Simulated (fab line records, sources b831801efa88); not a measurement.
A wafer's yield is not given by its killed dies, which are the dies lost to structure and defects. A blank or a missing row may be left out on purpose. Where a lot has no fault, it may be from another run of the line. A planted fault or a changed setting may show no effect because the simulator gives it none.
A struck lot beside a sound one :: flow sky130 :: 16 steps out of a route of 708
Sound: the wafers L633.1, L633.2, L633.4. The struck wafers were L636.2, L636.4, L636.6. The cause is given at the end.
For every step that has rows: the tool of each side, followed by ch and its chambers, followed by its first start. Under that, the readings that differ: sound wafers :: struck wafers :: difference of the means :: sigmas: that difference in standard deviations of wafers without a fault.
alike: a reading whose means differ by less than 2 such deviations, as well as words and numbers matching on both sides. not compared: withheld readings; readings where some wafer has no value; bounds like >300 that might hide an equal value; numbers whose values overlap and for which the record gives no deviation.
Wherever a step has rows on one side only, a row that says differs or no value, or a row with sigmas, the two part there. Numbers that don't overlap but have no deviation are shown without sigmas and don't part them. A reading missing from all wafers of one side parts the sides only when that side holds two or more wafers.

SKY_VT_ADJUST_HVTP_OVL_MEAS_08:
  sound on overlay-02 at day 8 15:05; struck on overlay-01 at day 9 18:56
  alike: VT_ADJUST_HVTP_OVL
after that, 1 step had no rows for these wafers: SKY_VT_ADJUST_HVTP_IMPLANT_09.
SKY_VT_ADJUST_HVTP_STRIP_10: strips in O2/N2.
  sound on plasma_asher-04 ch 0,1, day 8 15:16; struck on plasma_asher-04 ch 0,1, day 9 19:07
  alike: drypump_motor_current_A, oes_product_au, strip_time_to_endpoint_s
  not compared: rf_hours_counter_h
SKY_VT_ADJUST_HVTP_TW_MEAS_11:
  sound on film_metro-02 at day 8 15:22; struck on film_metro-03 at day 9 19:14
  alike: VT_ADJUST_HVTP_TW
then, 7 steps without rows for these wafers: SKY_VT_ADJUST_LVTN_DEHYDRATE_00 (time 60 s); SKY_VT_ADJUST_LVTN_HMDS_01 (prime time 60 s); SKY_VT_ADJUST_LVTN_COAT_02 (resist thk 3000 nm); SKY_VT_ADJUST_LVTN_SOFTBAKE_03; SKY_VT_ADJUST_LVTN_EXPOSE_04 (exposes mask NWM COMPLEMENT LESS NATIVE, target cd 840 nm); SKY_VT_ADJUST_LVTN_PEB_05; SKY_VT_ADJUST_LVTN_DEVELOP_06 (develop time 61 s).
SKY_VT_ADJUST_LVTN_OVL_MEAS_07:
  sound on overlay-02 at day 9 12:51; struck on overlay-01 at day 10 17:10
  alike: VT_ADJUST_LVTN_OVL
SKY_VT_ADJUST_LVTN_IMPLANT_08:
  sound on implanter-02 ch 0, day 9 12:53; struck on implanter-03 ch 0, day 10 17:13
reading: dose_ions_cm2
sound: 1.5712e+12 1.5716e+12 1.5709e+12
struck: 1.9923e+12 1.9898e+12 1.9897e+12
difference: +4.1937e+11
sigmas: +99 or more

reading: faraday_current_uA
sound: 8.80 9.01 8.51
struck: 11.34 11.08 11.02
difference: +2.37
sigmas: +13
SKY_VT_ADJUST_LVTN_STRIP_09: strips in O2/N2.
  sound on plasma_asher-04 ch 0,1, day 9 13:02; struck on plasma_asher-02 ch 0,1, day 10 17:20
  alike: drypump_motor_current_A, oes_product_au, strip_time_to_endpoint_s
  not compared: rf_hours_counter_h
SKY_VT_ADJUST_LVTN_TW_MEAS_10:
  sound on film_metro-03 at day 9 13:08; struck on film_metro-01 at day 10 17:40
reading: VT_ADJUST_LVTN_TW
sound: 241.1 241.6 242.2
struck: 260.4 259.7 260.9
difference: +18.7
sigmas: +17
  not compared: hold
-- here the record skips 39 days between the struck wafers' starts before and after, leaving off in module VT_ADJUST_LVTN and picking up in module PAD_OPEN (first step shown: number 708 of the route) --
SKY_PAD_OPEN_PROBE_99:
  sound on prober-01 at day 48 11:18; struck on prober-01 at day 49 09:10
reading: model.etest.nfet_01v8_lvt.body_rise_v (V)
sound: 0.1447 0.1457 0.1464
struck: 0.1576 0.1571 0.1595
difference: +0.0125
sigmas: 
  alike: killed_at_M0_to_M3, killed_at_M4_up, killed_at_contacts, killed_at_front_end, killed_at_other, killed_dies, killed_open, killed_short

== WHERE THEY PART ==
Last at SKY_VT_ADJUST_LVTN_TW_MEAS_10 as far as this record goes, first at SKY_VT_ADJUST_LVTN_IMPLANT_08. Later steps at which nothing parts them and some readings are alike: SKY_PAD_OPEN_PROBE_99.

WHY: what the simulator had put in
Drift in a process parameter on implanter-03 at SKY_VT_ADJUST_LVTN_IMPLANT_08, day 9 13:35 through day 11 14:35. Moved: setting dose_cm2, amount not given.
